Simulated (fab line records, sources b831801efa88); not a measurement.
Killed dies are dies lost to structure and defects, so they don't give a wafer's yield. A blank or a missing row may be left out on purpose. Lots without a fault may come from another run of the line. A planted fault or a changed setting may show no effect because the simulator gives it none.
A struck lot beside a sound one | flow sky130 | 15 steps out of a route of 708
Sound: wafers L489.2, L489.3, L489.6. Struck: wafers L487.1, L487.2, L487.3. The cause comes at the end.
At each step with rows: each side's tool, then ch and its chambers, then its first start. Under that, the readings that differ: sound wafers | struck wafers | difference of the means | sigmas: that difference in standard deviations of wafers without a fault.
alike: readings whose means differ by less than 2 such deviations, and words and numbers that are the same on both sides. not compared: withheld readings, readings that some wafer has no value for, bounds like >300 that may hide the same value, and numbers for which the record gives no deviation and whose values overlap.
The two part at a step that has a row with sigmas, a row that says differs or no value, or rows on one side only. Numbers that don't overlap but have no deviation are shown without sigmas and don't part them. A reading that every wafer of one side lacks parts them only if that side has two wafers or more.

first, 1 step without rows for these wafers: SKY_POLY_GATE_OXIDATION_20 (stabilise 600 s, purge 300 s, target thk 4 nm).
SKY_POLY_GATE_THK_MEAS_21:
  sound on film_metro-03, day 23 04:29; struck on film_metro-04, day 22 16:10
  alike: POLY_GATE_OXIDATION_THK
SKY_POLY_GATE_CD_MEAS_22:
  sound on cd_sem-01, day 23 04:34; struck on cd_sem-01, day 22 16:14
  alike: cd_nm
then, 7 steps without rows for these wafers: SKY_LDD_N_DEHYDRATE_00 (time 60 s); SKY_LDD_N_HMDS_01 (prime time 60 s); SKY_LDD_N_COAT_02 (resist thk 300 nm); SKY_LDD_N_SOFTBAKE_03 (time 60 s); SKY_LDD_N_EXPOSE_04 (exposes mask NTM, target cd 840 nm); SKY_LDD_N_PEB_05; SKY_LDD_N_DEVELOP_06 (develop time 60 s).
SKY_LDD_N_OVL_MEAS_07:
  sound on overlay-02, day 24 11:01; struck on overlay-01, day 23 21:40
  alike: LDD_N_OVL
then, 1 step without rows for these wafers: SKY_LDD_N_IMPLANT_08.
SKY_LDD_N_IMPLANT_09:
  sound on implanter-01 ch 0, day 24 11:14; struck on implanter-03 ch 0, day 23 21:51
  reading            | sound                         | struck                        | difference | sigmas
  dose_ions_cm2      | 7.481e+13 7.498e+13 7.498e+13 | 6.776e+13 6.774e+13 6.786e+13 | -7.137e+12 | -85
  faraday_current_uA | 414 417 414                   | 394 380 380                   | -30        | -3
then, 1 step without rows for these wafers: SKY_LDD_N_IMPLANT_10.
-- the record jumps here: 26 days lie between the struck wafers' starts before and after (it left off in module LDD_N and takes up again in module PAD_OPEN, whose first step shown is number 708 of the route) --
SKY_PAD_OPEN_PROBE_99:
  sound on prober-02, day 50 09:06; struck on prober-02, day 49 23:08
  reading                     | sound             | struck            | difference | sigmas
  model.etest.tip_n.rs_ohm_sq | 443.5 446.5 444.4 | 452.6 455.3 454.6 | +9.4       |
  alike: killed_at_M0_to_M3, killed_at_M4_up, killed_at_contacts, killed_at_front_end, killed_at_other, killed_dies, killed_open, killed_short

WHERE THEY PART
Only at SKY_LDD_N_IMPLANT_09, within this record. Later steps at which nothing parts them and some readings are alike: SKY_PAD_OPEN_PROBE_99.

WHY: what the simulator had put in
Process parameter drift: implanter-03, from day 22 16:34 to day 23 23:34, at SKY_LDD_N_IMPLANT_09. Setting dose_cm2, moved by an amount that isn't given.
